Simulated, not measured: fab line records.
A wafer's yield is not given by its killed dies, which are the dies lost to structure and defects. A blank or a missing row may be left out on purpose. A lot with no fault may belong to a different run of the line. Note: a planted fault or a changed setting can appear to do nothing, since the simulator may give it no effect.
Lot-split experiment -- flow sky130 -- on a route of 708 steps: 5 lots, 23 wafers read

ABOUT THE SPLIT
At SKY_PASSIVATION_ETCH_11 (etches the open film in CF4/O2, stops on AlCu, target depth 725 nm, time 161.1 s), the setting time_s was moved away from the recipe's 161.1 s on 10 of the 23 wafers read, by -14.2% to +12.7%. All remaining wafers had this setting at the recipe value.

The split's own step is where the reading is taken.

THE READING
coat_of_PASSIVATION_COAT_06.thk_nm (the simulator's own value, which no gauge read), in nm, at SKY_PASSIVATION_ETCH_11 (etches the open film in CF4/O2, stops on AlCu, target depth 725 nm, time 161.1 s). The file does not state a usual value for it. Here, 13 wafers ran the recipe; their average is 2514 nm with a standard deviation of 12 nm.

wafer,"tool, chamber at the split","time_s as run, s",against the recipe,"coat_of_PASSIVATION_COAT_06.thk_nm, nm",against lot-mates on the recipe
L079.1,"rie_diel-04, 1",181.5,+12.7%,2466,-37
L079.2,"rie_diel-04, 3",161.1,recipe,2486,-
L079.3,"rie_diel-04, 2",161.1,recipe,2510,-
L079.4,"rie_diel-04, 0",181.5,+12.7%,2461,-42
L079.6,"rie_diel-04, 0",161.1,recipe,2513,-
L080.1,"rie_diel-02, 3",161.1,recipe,2526,-
L080.2,"rie_diel-02, 0",138.3,-14.2%,2578,+56
L080.4,"rie_diel-02, 2",138.3,-14.2%,2612,+90
L080.5,"rie_diel-02, 0",161.1,recipe,2517,-
L080.6,"rie_diel-02, 3",138.3,-14.2%,2586,+64
L081.1,"rie_diel-02, 2",161.1,recipe,2521,-
L081.2,"rie_diel-02, 0",161.1,recipe,2503,-
L081.3,"rie_diel-02, 3",161.1,recipe,2502,-
L084.2,"rie_diel-04, 1,0",178.8,+11.0%,2462,-52
L084.3,"rie_diel-04, 1,0",178.8,+11.0%,2462,-52
L084.4,"rie_diel-04, 2",178.8,+11.0%,2455,-58
L084.5,"rie_diel-04, 1",161.1,recipe,2512,-
L084.6,"rie_diel-04, 2",161.1,recipe,2515,-
L085.1,"rie_diel-04, 3",139.2,-13.6%,2575,+48
L085.2,"rie_diel-04, 1",139.2,-13.6%,2585,+58
L085.3,"rie_diel-04, 0",161.1,recipe,2535,-
L085.5,"rie_diel-04, 1",161.1,recipe,2524,-
L085.6,"rie_diel-04, 0",161.1,recipe,2523,-
The file does not say which wafer passed through which chamber wherever a row lists several chambers: such a row stands for several wafers.

FIT RESULTS
A straight line over all 23 wafers: coat_of_PASSIVATION_COAT_06.thk_nm changes by -4.93 nm for each +1% of time_s; r = -0.96; the points scatter about the line by 12 nm.
The same after taking each lot's own level away (the mean of its wafers on the recipe; 23 wafers): -4.35 nm for each +1%; r = -0.96; scatter 11 nm.
The reading moves by 62 nm for the largest change in time_s, on that fit.
The span of the lots' own levels, 2503.0 to 2527.3 nm, comes to 2.0 times the standard deviation stated above.
So the slope is not independent of the lot-to-lot level: the two fits are not the same.
Check: for one of the wafers moved furthest among these (-14.2%), held out of the fit, the line's prediction against its lot-mates is +63.8 nm. It came out at +56.5 nm against them.

THESE WAFERS: OTHER SPLITS
These wafers also went through other splits before the reading. Each is held against what the fit with the lots' levels taken away leaves over:
other split on the same wafers,wafers away from the commonest value,r with coat_of_PASSIVATION_COAT_06.thk_nm (lot level and that fit taken away)
SKY_CAP2M_METAL_ETCH_13 bias_w,4,-0.21
SKY_METAL4_COAT_08 spin_rpm,9,-0.12
SKY_METAL4_METAL_ETCH_18 bias_w,9,-0.08
SKY_VIA4_COAT_06 spin_rpm,12,+0.16
SKY_VIA4_EXPOSE_08 dose_mj,8,+0.10
SKY_VIA4_SPUTTER_17 chamber_pressure_pa,18,+0.00
SKY_METAL5_SPUTTER_02 time_s,10,-0.08

THE WHOLE CHAIN: every reading that the file lists as answering this split, in the file's order
step,what it does,reading,change (the file's fit),r (the file's)
SKY_PASSIVATION_ETCH_11,"etches the open film in CF4/O2, stops on AlCu, target depth 725 nm, time 161.1 s","coat_of_PASSIVATION_COAT_06.thk_nm (the simulator's own value, which no gauge read)",-4.2 nm for each +1% of the setting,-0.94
SKY_PASSIVATION_STRIP_12,strips in O2/N2,strip_time_to_endpoint_s,withheld for each +1% of the setting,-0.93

THE FILE'S OWN FIT
coat_of_PASSIVATION_COAT_06.thk_nm changes by -4.2 nm for each +1% of time_s, r = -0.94.
